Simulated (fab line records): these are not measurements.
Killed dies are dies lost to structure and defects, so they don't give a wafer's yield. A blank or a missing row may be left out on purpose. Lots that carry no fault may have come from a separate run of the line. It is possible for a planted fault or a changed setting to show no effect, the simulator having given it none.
8D (eight disciplines) problem report, filled in by code || flow sky130 || the parts of the form that need people (team, actions taken, sign-off) are left out

== 1. THE PROBLEM ==
Mean of oes product au at SKY_VIA1_ETCH_14: 1.004 a.u. over 2 wafers from 1 lot, against 0.855 a.u. (standard deviation 0.0042) on wafers with no fault. That puts it +35 standard deviations away from the usual mean.
The step: etches BARC in N2/H2, stops on SiO2, time 45.9 s, target depth 60 nm.
First seen on wafer L203.1, day 37 10:40, on rie diel-01. The record has a number at this step for 38 wafers belonging to 13 lots. The rule behind "out" and "out of limits": a value lying over 4 standard deviations away from the usual mean. Any other wafer with a number is counted as sound.

== 2. WHAT THIS IS AND IS NOT ==
{"question": "which readings at this step", "is": "oes product au, run length s", "is not": "drypump motor current A"}
{"question": "which lots", "is": "L203", "is not": "L196, L197, L198, L199, L201, L205, L211, L212, L214, L216, L217, L219"}
{"question": "which wafers of those lots", "is": "all that have a number", "is not": "-"}
{"question": "read on which tools", "is": "rie diel-01", "is not": "rie diel-02, rie diel-04"}
{"question": "when", "is": "from day 37 10:40", "is not": "up to then (15 sound wafers); but 21 sound wafers of L205, L211, L212, L214, L216, L217, L219 came after"}

== 3. THE SUSPECTS, EACH WITH WHAT RULES IT OUT ==
Counting: a tool at any process step up to the reading remains a suspect when it ran all the lots that are out and ran no sound lot after the first of those.
- plasma asher-04 at SKY_RES_XHIGH_STRIP_08 (strips in O2/N2): ruled out as a lasting fault. The sound lots L205, L211, L216 went through it after L203, its earliest lot that is out (day 30 09:15).
- pvd sputter-03 at SKY_METAL1_SPUTTER_00 (material Ti, target thk 15 nm, time 10 s): kept. It ran the lot that is out, L203 (day 35 03:28), and no sound lot after that.
- rie diel-01 at SKY_VIA1_ETCH_14 (etches BARC in N2/H2, stops on SiO2, time 45.9 s, target depth 60 nm): kept. It ran the lot that is out, L203 (day 37 10:40), and no sound lot after that; its last sound lot up to then is L201 (day 36 08:36). On those wafers its own readings are out: oes product au, run length s.
Remaining after the count are pvd sputter-03 at SKY_METAL1_SPUTTER_00 and rie diel-01 at SKY_VIA1_ETCH_14.

== 4. THE CAUSE (what the simulator had put in) ==
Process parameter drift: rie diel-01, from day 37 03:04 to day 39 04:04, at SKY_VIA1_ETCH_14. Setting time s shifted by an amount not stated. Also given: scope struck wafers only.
2 suspects survive the count, and this tool is in that group.

== 5. SEQUENCE OF EFFECTS, ordered by route ==
Rows list readings where the struck wafers' mean (over those with a number) sits beyond 3 standard deviations from the usual. Only readings for which the record gives a usual standard deviation are gone through. hours: the time from each lot's start at the first step in this table that gives one to its start at this step, as a median over the lots. sigmas: the change in usual standard deviations.
{"hours": 0, "step": "SKY_VIA1_ETCH_14", "reading": "oes product au", "usual": "0.855 a.u.", "on struck wafers": 1.004, "change": "+0.149", "sigmas": "+35"}
{"hours": 0, "step": "SKY_VIA1_ETCH_14", "reading": "run length s", "usual": "74.2 s", "on struck wafers": 66.8, "change": -7.5, "sigmas": -16}
{"hours": 0, "step": "SKY_VIA1_STRIP_16", "reading": "strip time to endpoint s", "usual": "4.457 s", "on struck wafers": 4.521, "change": "+0.064", "sigmas": "+3.7"}
Process steps it contains:
- SKY_VIA1_ETCH_14: etches BARC in N2/H2, stops on SiO2, time 45.9 s, target depth 60 nm.
- SKY_VIA1_STRIP_16: strips in O2/N2.

== 6. WHAT WOULD HAVE CAUGHT IT SOONER ==
In this record the first reading out of limits was taken at day 37 10:40, 8 hours after the fault began at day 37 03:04.
